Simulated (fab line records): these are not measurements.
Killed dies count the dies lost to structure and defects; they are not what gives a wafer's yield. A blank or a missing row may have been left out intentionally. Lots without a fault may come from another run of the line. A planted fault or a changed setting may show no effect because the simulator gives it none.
A lot that was struck, set against a sound lot ; flow gf180mcu ; 15 steps out of a route of 602
Sound: the wafers L822.1, L822.3, L822.4. Struck: wafer L831.4 (left out: L831.3, L831.6 of the same lot, which were not struck); the cause appears at the end.
For every step that has rows: the tool of each side, followed by ch and its chambers, followed by its first start. Under that, the readings that differ: sound wafers ; struck wafers ; difference of the means ; sigmas: that difference in standard deviations of wafers without a fault.
alike: readings with means less than 2 such deviations apart, plus words and numbers identical on both sides. not compared: withheld readings, readings lacking a value on some wafer, bounds such as >300 that could conceal the same value, and numbers that have no deviation in the record and whose values overlap.
Wherever a step has rows on one side only, a row that says differs or no value, or a row with sigmas, the two part there. When numbers do not overlap yet have no deviation, they are printed without sigmas and do not part them. A reading missing from all wafers of one side parts the sides only when that side holds two or more wafers.

first, 5 steps without rows for these wafers: GF_V2_COAT_09 (resist thk 1000 nm); GF_V2_SOFTBAKE_10 (time 60 s); GF_V2_EXPOSE_11 (exposes mask Via2, target cd 260 nm); GF_V2_PEB_12 (peb time 90 s); GF_V2_DEVELOP_13 (develop time 60 s).
GF_V2_CD_MEAS_14: the cd target is 260 nm.
  sound on cd sem-01 at day 23 09:17; struck on cd sem-02 at day 26 02:52
  alike: cd nm
GF_V2_OVL_MEAS_15:
  sound on overlay-01 at day 23 09:25; struck on overlay-01 at day 26 02:58
  alike: V2_OVL
GF_V2_ETCH_16: etches BARC in N2/H2.
  sound on rie diel-01 ch 0,2,3, day 23 09:27; struck on rie diel-04 ch 0, day 26 02:59
  alike: chamber pressure mTorr, drypump motor current A, oes product au, throttle valve pct
GF_V2_ETCH_17: etches SiO2 in C4F8/O2/Ar, stops on TiN, target depth 630 nm.
  sound on rie diel-01 ch 0,2,3; struck on rie diel-04 ch 0
reading;sound;struck;difference;sigmas
oes product au (a.u.);0.848 0.850 0.850;0.862;+0.013;+2
  alike: chamber pressure mTorr
GF_V2_STRIP_18: strips in O2/N2.
  sound on plasma asher-03 ch 0,1, day 23 09:34; struck on plasma asher-03 ch 1, day 26 03:09
  alike: chamber pressure mTorr, drypump motor current A, heater power w, oes product au
  not compared: rf hours counter h
then, 2 steps without rows for these wafers: GF_V2_STRIP_19 (strips in post etch residue remover, time 1200 s); GF_V2_CLEAN_20 (cleans in DIW).
GF_V2_SPUTTER_21: material Ti, target thk 15 nm, time 80.02 s.
  sound on pvd sputter-02 at day 23 10:08; struck on pvd sputter-04 at day 26 03:39
reading;sound;struck;difference;sigmas
model.Ti_of_V2_SPUTTER_21.thk nm (nm);15.14 14.8 14.94;28.37;+13.41;
  alike: throttle valve pct
GF_V2_SPUTTER_22: material TiN, target thk 10 nm, time 40 s.
  sound on pvd sputter-02 at day 23 10:11; struck on pvd sputter-04 at day 26 03:43
  alike: throttle valve pct
after that, 1 step had no rows for these wafers: GF_PASSIVATION_PROBE_99.

## WHERE THEY PART
Only at GF_V2_ETCH_17, as far as this record shows. Later steps at which nothing parts them and some readings are alike: GF_V2_STRIP_18, GF_V2_SPUTTER_21, GF_V2_SPUTTER_22.

WHY: whatever the simulator had introduced
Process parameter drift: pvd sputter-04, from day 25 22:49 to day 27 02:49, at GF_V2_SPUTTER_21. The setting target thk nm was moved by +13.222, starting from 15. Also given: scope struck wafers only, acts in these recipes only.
